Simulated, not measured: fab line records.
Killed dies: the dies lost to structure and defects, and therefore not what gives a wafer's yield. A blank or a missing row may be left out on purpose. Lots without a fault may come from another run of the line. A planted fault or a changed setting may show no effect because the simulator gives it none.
8D (eight disciplines) problem report, filled in by code ; flow sky130 ; the parts of the form that need people (team, actions taken, sign-off) are left out

1. WHAT WENT WRONG
POLY_GATE_CVD_03_THK at SKY_POLY_GATE_THK_MEAS_04 reads a mean of 98.6 nm on 3 wafers of 1 lot; wafers without a fault read 75.0 nm with a standard deviation of 0.7. That puts it +34 standard deviations away from the usual mean.
Earliest sighting: wafer L838.1 on film-metro-04 at day 16 19:50. The record has a number at this step for 39 wafers belonging to 13 lots. By rule, "out" or "out of limits" means more than 4 standard deviations away from the usual mean. All remaining wafers that have a number are taken as sound.

2. WHAT IT IS, AND WHAT IT ISN'T
question;is;is not
which readings at this step;POLY_GATE_CVD_03_THK;-
which lots;L838;L835, L836, L846, L847, L848, L849, L850, L851, L853, L855, L856, L857
which wafers of those lots;all that have a number;-
read on which gauges;film-metro-04;film-metro-01, film-metro-03
when;from day 16 19:50;"up to then (6 sound wafers); but 30 sound wafers of L846, L847, L848, L849, L850, L851, L853, L855, L856, L857 came after"

3. SUSPECTS, AND WHAT RULES EACH OUT
Counting: any tool at a process step up to the reading is kept as a suspect provided that every lot that is out went through it and no sound lot did after the first of them.
- the gauge at SKY_POLY_GATE_THK_MEAS_04: ruled out. All the wafers that are out were read on film-metro-04, but those of them that SKY_POLY_GATE_ETCH_16 has rows for are out there too, on other tools.
- lpcvd-02 at SKY_POLY_GATE_CVD_03 (deposits Si3N4 from DCS/NH3, target thk 75 nm, time 1290 s): ruled out as a lasting fault. Following L838 (day 16 18:29), the first lot on it that is out, the sound lots L846, L847, L848, L849, L850, L851, L853, L855, L856, L857 were run on it.
Left after counting: nothing in the record.

4. THE CAUSE (what the simulator had put in)
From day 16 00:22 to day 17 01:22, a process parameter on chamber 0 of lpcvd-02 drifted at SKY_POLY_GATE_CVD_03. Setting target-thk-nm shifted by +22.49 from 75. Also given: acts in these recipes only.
Counting ruled it out, wrongly: the rule takes a fault to strike every lot that its tool runs from its start on, and this one did not.

5. THE EFFECT CHAIN, in route order
Rows list readings where the struck wafers' mean (over those with a number) sits beyond 3 standard deviations from the usual. Readings are gone through only where the record gives a usual standard deviation; hours: the median, over the lots, of the time from a lot's start at the first step in this table giving one to that lot's start at this step; sigmas: the change measured in usual standard deviations.
hours;step;reading;usual;on struck wafers;change;sigmas
0;SKY_POLY_GATE_THK_MEAS_04;POLY_GATE_CVD_03_THK;75.0 nm;98.6;+23.6;+34
30;SKY_POLY_GATE_ETCH_16;oes-product-au;0.641 a.u.;0.724;+0.083;+16
220;SKY_POLY_CUT_ETCH_11;oes-product-au;0.829 a.u.;0.970;+0.141;+23
Its process steps:
- SKY_POLY_GATE_ETCH_16: etches Si3N4 in CH3F/O2, stops on poly-Si, time 147.5 s, target depth 75 nm.
- SKY_POLY_CUT_ETCH_11: etches Si3N4 in CF4/CH2F2/Ar, stops on poly-Si, time 42.5 s, target depth 60 nm.
Later measuring or inspecting steps at which every struck wafer that the step has a row for has a number for every such reading, and none has moved that far: SKY_VIA3_THK_MEAS_01.

6. HOW IT WOULD HAVE BEEN CAUGHT EARLIER
19 hours passed between the start of the fault at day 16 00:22 and the first reading out of limits at a measuring or inspecting step in this record, taken at day 16 19:50.
Tool readings at SKY_POLY_GATE_CVD_03 with a usual standard deviation given in the record: none out on any struck wafer, hence no alarm at a limit of 4 standard deviations on them.
